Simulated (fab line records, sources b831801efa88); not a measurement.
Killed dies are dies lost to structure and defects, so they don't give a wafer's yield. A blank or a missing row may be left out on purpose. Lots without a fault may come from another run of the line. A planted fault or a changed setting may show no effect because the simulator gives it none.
Problem report in the 8D (eight disciplines) form, filled by code | flow sky130 | the parts of the form that need people (team, actions taken, sign-off) are left out

1. THE PROBLEM
heater_power_total_W at SKY_VT_ADJUST_LVTN_DEHYDRATE_00 reads a mean of 157.78 W on 6 wafers of 2 lots; wafers without a fault read 160.39 W with a standard deviation of 0.12. That is -22 standard deviations from the usual mean.
The step: time 60 s.
First seen on wafer L536.2, day 7 21:28, on litho_track-01. The record holds 39 wafers of 13 lots with a number at this step. Rule for "out", or "out of limits": more than 4 standard deviations from the usual mean. The other wafers with a number count as sound.

2. WHAT IT IS AND WHAT IT IS NOT
question                    | is                                 | is not
which readings at this step | heater_power_total_W, plate_temp_C | -
which lots                  | L536, L543                         | L532, L533, L535, L537, L548, L549, L551, L552, L553, L554, L555
which wafers of those lots  | all that have a number             | -
read on which tools         | litho_track-01                     | litho_track-02, litho_track-03
when                        | from day 7 21:28                   | up to then (12 sound wafers); but 21 sound wafers of L548, L549, L551, L552, L553, L554, L555 came after

3. SUSPECTS, AND WHAT RULES EACH OUT
Counting: a tool at a process step up to the reading stays a suspect if it ran every lot that is out and no sound lot after the first of them.
- plasma_asher-03 at SKY_PWDE_STRIP_09 (strips in O2/N2): ruled out as a lasting fault. Sound lots L553 ran on it after its first lot that is out, L536 (day 5 02:35).
- litho_track-01 at SKY_VT_ADJUST_LVTN_DEHYDRATE_00 (time 60 s): ruled out as a lasting fault. Sound lots L553, L554, L555 ran on it after its first lot that is out, L536 (day 7 21:28).
Left after counting: nothing in the record.

4. THE CAUSE (what the simulator had put in)
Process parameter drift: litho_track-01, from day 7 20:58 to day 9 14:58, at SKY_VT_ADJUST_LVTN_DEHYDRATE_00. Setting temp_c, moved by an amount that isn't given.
Counting ruled it out, wrongly.

5. THE CHAIN OF EFFECTS, in route order
Each row: a reading whose mean over the struck wafers that have a number lies more than 3 standard deviations from the usual. Only readings for which the record gives a usual standard deviation are gone through. hours: the time from each lot's start at the first step in this table that gives one to its start at this step, as a median over the lots. sigmas: the change in usual standard deviations.
hours | step                            | reading              | usual    | on struck wafers | change | sigmas
0     | SKY_VT_ADJUST_LVTN_DEHYDRATE_00 | heater_power_total_W | 160.39 W | 157.78           | -2.61  | -22
0     | SKY_VT_ADJUST_LVTN_DEHYDRATE_00 | plate_temp_C         | 200.02 C | 197.37           | -2.66  | -15
The process steps in it:
- SKY_VT_ADJUST_LVTN_DEHYDRATE_00: time 60 s.
Later measuring or inspecting steps at which every struck wafer that the step has a row for has a number for every such reading, and none has moved that far: SKY_VT_ADJUST_NCORE_TW_MEAS_11.

6. WHAT WOULD HAVE CAUGHT IT SOONER
In this record the first reading out of limits was taken at day 7 21:28, 0 hours after the fault began at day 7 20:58.
